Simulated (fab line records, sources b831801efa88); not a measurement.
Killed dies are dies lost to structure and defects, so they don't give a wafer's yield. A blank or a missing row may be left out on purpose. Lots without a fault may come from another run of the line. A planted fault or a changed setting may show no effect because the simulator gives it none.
Which tool did it? | flow gf180mcu | 24 lots, 72 wafers sampled, at 6 steps of a route of 602

WHAT THE GAUGES READ, wafer by wafer
GF_M2_CD_MEAS_14: target cd 280 nm.
lot  | measured     | on        | cd_nm (nm)
L074 | day 19 04:26 | cd_sem-02 | 281.6 281.3 280.5
L075 | day 19 11:50 | cd_sem-02 | 277.5 278.6 278.1
L076 | day 20 00:25 | cd_sem-02 | 278.0 279.0 278.2
L077 | day 20 11:19 | cd_sem-02 | 277.7 278.2 277.7
L078 | day 20 18:21 | cd_sem-02 | 279.3 280.8 280.8
L079 | day 21 05:54 | cd_sem-02 | 278.7 279.6 279.3
L080 | day 21 15:29 | cd_sem-01 | 279.5 280.3 280.7
L081 | day 21 20:32 | cd_sem-02 | 279.9 279.7 279.8
L082 | day 22 08:32 | cd_sem-02 | 279.4 279.6 280.1
L083 | day 22 11:53 | cd_sem-02 | 280.9 279.7 281.0
L084 | day 23 01:04 | cd_sem-01 | 281.2 281.1 281.2
L085 | day 23 03:41 | cd_sem-01 | 280.6 280.2 280.0
L086 | day 24 01:00 | cd_sem-02 | 279.1 278.4 278.1
L087 | day 24 02:30 | cd_sem-01 | 281.4 281.5 282.7
L088 | day 24 07:37 | cd_sem-01 | 283.3 282.3 281.2
L089 | day 24 22:54 | cd_sem-02 | 280.9 280.3 280.7
L090 | day 25 01:19 | cd_sem-01 | 278.3 278.3 277.4
L091 | day 25 08:14 | cd_sem-02 | 279.9 279.9 282.0
L092 | day 25 17:55 | cd_sem-02 | 278.9 278.3 279.1
L093 | day 26 05:52 | cd_sem-01 | 280.6 279.5 279.5
L094 | day 26 07:54 | cd_sem-01 | 280.5 280.3 281.2
L096 | day 26 21:55 | cd_sem-01 | 278.8 279.7 281.1
L095 | day 27 00:24 | cd_sem-01 | 280.7 279.0 279.9
L097 | day 27 00:32 | cd_sem-01 | 280.8 280.3 280.3

GF_M4_CD_MEAS_14: target cd 280 nm.
lot  | measured     | on        | cd_nm (nm)
L074 | day 23 09:20 | cd_sem-01 | 279.3 278.8 280.2
L075 | day 23 16:05 | cd_sem-02 | 277.2 279.5 279.0
L076 | day 24 03:47 | cd_sem-01 | 279.7 278.3 279.2
L077 | day 24 15:02 | cd_sem-02 | 281.1 279.1 281.6
L078 | day 24 21:58 | cd_sem-02 | 279.9 279.5 279.8
L079 | day 25 07:04 | cd_sem-01 | 281.3 281.0 280.9
L080 | day 25 15:23 | cd_sem-02 | 279.5 279.9 279.9
L081 | day 25 19:15 | cd_sem-01 | 280.2 278.5 279.9
L082 | day 26 07:50 | cd_sem-02 | 278.7 278.5 279.2
L083 | day 26 09:26 | cd_sem-01 | 281.1 279.0 278.8
L084 | day 26 21:06 | cd_sem-01 | 279.0 279.0 279.0
L085 | day 27 00:05 | cd_sem-02 | 280.1 281.4 280.9
L086 | day 27 18:36 | cd_sem-02 | 280.0 279.4 280.5
L087 | day 27 20:12 | cd_sem-02 | 280.9 279.4 280.2
L088 | day 28 00:46 | cd_sem-02 | 279.7 279.4 279.3
L089 | day 28 14:31 | cd_sem-02 | 280.8 280.2 281.2
L090 | day 28 17:49 | cd_sem-02 | 280.0 281.3 280.8
L091 | day 28 23:22 | cd_sem-01 | 280.3 280.0 280.7
L092 | day 29 08:17 | cd_sem-02 | 278.9 279.9 280.2
L093 | day 29 17:55 | cd_sem-01 | 280.4 280.7 280.2
L094 | day 29 20:38 | cd_sem-01 | 278.0 279.3 279.1
L096 | day 30 09:05 | cd_sem-01 | 277.4 276.6 276.7
L095 | day 30 10:44 | cd_sem-01 | 278.4 279.0 278.7
L097 | day 30 11:41 | cd_sem-01 | 281.9 280.9 279.7

GF_V4_THK_MEAS_25: measures by xrf.
lot  | measured     | on            | V4_W_THK (nm)
L074 | day 24 10:05 | film_metro-01 | 344 340 353
L075 | day 24 16:38 | film_metro-04 | 352 362 355
L076 | day 25 05:14 | film_metro-02 | 351 351 349
L077 | day 25 15:31 | film_metro-01 | 344 340 347
L078 | day 25 21:32 | film_metro-02 | 341 339 344
L079 | day 26 07:23 | film_metro-01 | 348 339 339
L080 | day 26 15:29 | film_metro-02 | 347 346 346
L081 | day 26 18:47 | film_metro-01 | 336 333 329
L082 | day 27 07:05 | film_metro-04 | 338 336 338
L083 | day 27 08:05 | film_metro-04 | 348 341 345
L084 | day 27 19:28 | film_metro-02 | 335 336 336
L085 | day 27 22:22 | film_metro-02 | 344 339 341
L086 | day 28 17:13 | film_metro-02 | 338 336 337
L087 | day 28 19:07 | film_metro-04 | 342 345 347
L088 | day 28 22:24 | film_metro-02 | 345 339 341
L089 | day 29 12:27 | film_metro-02 | 337 341 338
L090 | day 29 15:14 | film_metro-02 | 341 336 339
L091 | day 29 20:47 | film_metro-02 | 347 349 348
L092 | day 30 06:03 | film_metro-02 | 341 335 337
L093 | day 30 15:16 | film_metro-02 | 340 331 335
L094 | day 30 17:46 | film_metro-04 | 345 342 343
L096 | day 31 05:53 | film_metro-01 | 348 347 340
L095 | day 31 07:26 | film_metro-02 | 343 342 341
L097 | day 31 07:51 | film_metro-04 | 349 356 350

GF_MIM_RS_MEAS_10: measures by four-point-probe.
lot  | measured     | on            | MIM_ALCU_RS (ohm/sq)
L074 | day 24 10:52 | film_metro-02 | 0.1605 0.1604 0.1601
L075 | day 24 17:25 | film_metro-04 | 0.1581 0.1602 0.1599
L076 | day 25 06:01 | film_metro-03 | 0.1638 0.1601 0.1590
L077 | day 25 16:19 | film_metro-02 | 0.1579 0.1573 0.1576
L078 | day 25 22:19 | film_metro-03 | 0.1597 0.1604 0.1593
L079 | day 26 08:10 | film_metro-04 | 0.1601 0.1578 0.1570
L080 | day 26 16:16 | film_metro-04 | 0.1595 0.1609 0.1606
L081 | day 26 19:34 | film_metro-03 | 0.1607 0.1627 0.1594
L082 | day 27 07:51 | film_metro-03 | 0.1604 0.1605 0.1599
L083 | day 27 08:51 | film_metro-03 | 0.1580 0.1631 0.1624
L084 | day 27 20:15 | film_metro-04 | 0.1611 0.1589 0.1600
L085 | day 27 23:10 | film_metro-02 | 0.1579 0.1588 0.1586
L086 | day 28 18:02 | film_metro-02 | 0.1625 0.1569 0.1611
L087 | day 28 19:53 | film_metro-04 | 0.1607 0.1579 0.1628
L088 | day 28 23:11 | film_metro-04 | 0.1597 0.1601 0.1601
L089 | day 29 13:13 | film_metro-02 | 0.1606 0.1615 0.1601
L090 | day 29 16:01 | film_metro-04 | 0.1559 0.1568 0.1579
L091 | day 29 21:34 | film_metro-04 | 0.1604 0.1603 0.1622
L092 | day 30 06:52 | film_metro-04 | 0.1588 0.1595 0.1586
L093 | day 30 16:03 | film_metro-03 | 0.1562 0.1587 0.1597
L094 | day 30 18:32 | film_metro-02 | 0.1556 0.1598 0.1581
L096 | day 31 06:40 | film_metro-02 | 0.1569 0.1583 0.1590
L095 | day 31 08:12 | film_metro-02 | 0.1609 0.1600 0.1611
L097 | day 31 08:37 | film_metro-02 | 0.1593 0.1597 0.1596

GF_V5_RS_MEAS_24: measures by four-point-probe.
lot  | measured     | on            | V5_W_RS (ohm/sq)
L074 | day 27 05:36 | film_metro-01 | 0.330 0.333 0.331
L075 | day 27 12:01 | film_metro-01 | 0.331 0.338 0.343
L076 | day 27 22:34 | film_metro-01 | 0.337 0.331 0.340
L077 | day 28 08:55 | film_metro-03 | 0.333 0.340 0.332
L078 | day 28 13:37 | film_metro-02 | 0.338 0.333 0.330
L079 | day 28 22:37 | film_metro-02 | 0.324 0.319 0.327
L080 | day 29 06:20 | film_metro-03 | 0.331 0.330 0.332
L081 | day 29 08:46 | film_metro-03 | 0.335 0.336 0.337
L082 | day 29 19:42 | film_metro-02 | 0.337 0.331 0.331
L083 | day 29 22:43 | film_metro-01 | 0.330 0.331 0.330
L084 | day 30 08:44 | film_metro-02 | 0.320 0.321 0.320
L085 | day 30 10:31 | film_metro-03 | 0.321 0.326 0.320
L086 | day 31 03:39 | film_metro-01 | 0.323 0.329 0.323
L087 | day 31 04:42 | film_metro-03 | 0.332 0.332 0.336
L088 | day 31 07:20 | film_metro-03 | 0.321 0.319 0.321
L089 | day 31 22:23 | film_metro-01 | 0.334 0.332 0.330
L090 | day 32 01:25 | film_metro-01 | 0.327 0.326 0.324
L091 | day 32 05:11 | film_metro-02 | 0.319 0.323 0.326
L092 | day 32 12:44 | film_metro-03 | 0.332 0.337 0.329
L093 | day 32 22:40 | film_metro-02 | 0.322 0.324 0.325
L094 | day 33 00:53 | film_metro-01 | 0.330 0.332 0.337
L096 | day 33 10:36 | film_metro-01 | 0.331 0.329 0.332
L095 | day 33 13:07 | film_metro-01 | 0.322 0.326 0.323
L097 | day 33 11:49 | film_metro-01 | 0.324 0.328 0.327

WHICH TOOL RAN EACH LOT (tool, then ch and the chambers of the sampled wafers, then the start)
lot  | GF_V4_CMP_04
L074 | cmp-01 ch 1,2,3, day 23 10:36
L075 | cmp-01 ch 0,2,3, day 23 17:11
L076 | cmp-02 ch 0,1,3, day 24 05:04
L077 | cmp-02 ch 2,3, day 24 16:07
L078 | cmp-02 ch 0,1, day 24 23:02
L079 | cmp-01 ch 1,2,3, day 25 08:36
L080 | cmp-02 ch 0,2, day 25 16:38
L081 | cmp-01 ch 1,2,3, day 25 20:23
L082 | cmp-02 ch 0,1,2, day 26 08:55
L083 | cmp-01 ch 0,1,2, day 26 10:31
L084 | cmp-02 ch 0,1,3, day 26 22:19
L085 | cmp-02 ch 2,3, day 27 01:08
L086 | cmp-02 ch 0,1,2, day 27 19:43
L087 | cmp-01 ch 1,2,3, day 27 21:19
L088 | cmp-01 ch 2,3, day 28 01:55
L089 | cmp-01 ch 0,3, day 28 15:36
L090 | cmp-02 ch 1,2,3, day 28 18:59
L091 | cmp-02 ch 1,2, day 29 00:37
L092 | cmp-01 ch 2,3, day 29 09:20
L093 | cmp-01 ch 0,1, day 29 19:27
L094 | cmp-01 ch 0,2,3, day 29 22:30
L096 | cmp-01 ch 1,2, day 30 10:15
L095 | cmp-01 ch 0,1, day 30 11:52
L097 | cmp-02 ch 0,1,2, day 30 12:49
- GF_V4_CMP_04: polishes SiO2.

WHAT THE TOOLS THEMSELVES READ (means of the sampled wafers that have a number; where no wafer has one, the mark that the record gives instead)
GF_V4_CMP_04.
lot  | tool   | head_pressure_psi (psi) | motor_current_A (A) | time_to_endpoint_s (s)
L074 | cmp-01 | 4.007                   | 12.6                | 85
L075 | cmp-01 | 4.008                   | 12.9                | 86
L076 | cmp-02 | 4.007                   | 11.0                | 71
L077 | cmp-02 | 4.000                   | 11.2                | 73
L078 | cmp-02 | 4.000                   | 11.1                | 74
L079 | cmp-01 | 3.998                   | 12.2                | 75
L080 | cmp-02 | 4.003                   | 10.7                | 76
L081 | cmp-01 | 3.997                   | 12.4                | 75
L082 | cmp-02 | 4.005                   | 11.4                | 81
L083 | cmp-01 | 4.003                   | 12.5                | 71
L084 | cmp-02 | 4.003                   | 11.1                | 74
L085 | cmp-02 | 4.005                   | 11.1                | 75
L086 | cmp-02 | 3.998                   | 11.7                | 84
L087 | cmp-01 | 4.004                   | 12.4                | 78
L088 | cmp-01 | 4.007                   | 13.3                | 76
L089 | cmp-01 | 4.002                   | 12.4                | 78
L090 | cmp-02 | 3.998                   | 11.9                | 78
L091 | cmp-02 | 3.989                   | 12.2                | 76
L092 | cmp-01 | 3.998                   | 13.2                | 73
L093 | cmp-01 | 4.002                   | 11.3                | 76
L094 | cmp-01 | 4.006                   | 12.9                | 74
L096 | cmp-01 | 4.001                   | 12.8                | 74
L095 | cmp-01 | 4.000                   | 11.4                | 81
L097 | cmp-02 | 4.005                   | 11.6                | 82

THE ANSWER, worked out from the rows above alone
Rule: what is usual is taken from the lots themselves. Put in order of their means at a reading, lots are off if they are a third of the lots or fewer, leave a main group of 4 or more, and stand apart from it by a gap of 3 or more times the standard deviation of the main group's means; of several such gaps the widest counts. A main group whose means are all the same, to the digits that the tables above print for the reading, isn't used. A lot without any number at a reading at which 4 lots or more have one is off too. The other lots that the step has rows for count as sound. The gauges are gone through in route order, then the tools' own readings, and for those a lot's mean is taken as printed above. The first step at which some lot is off is used, and at that step the reading that is off furthest; a lot without a number counts as furthest.
No lot is off at any reading shown: from this, nothing can be told.

WHAT THE SIMULATOR HAD PUT IN
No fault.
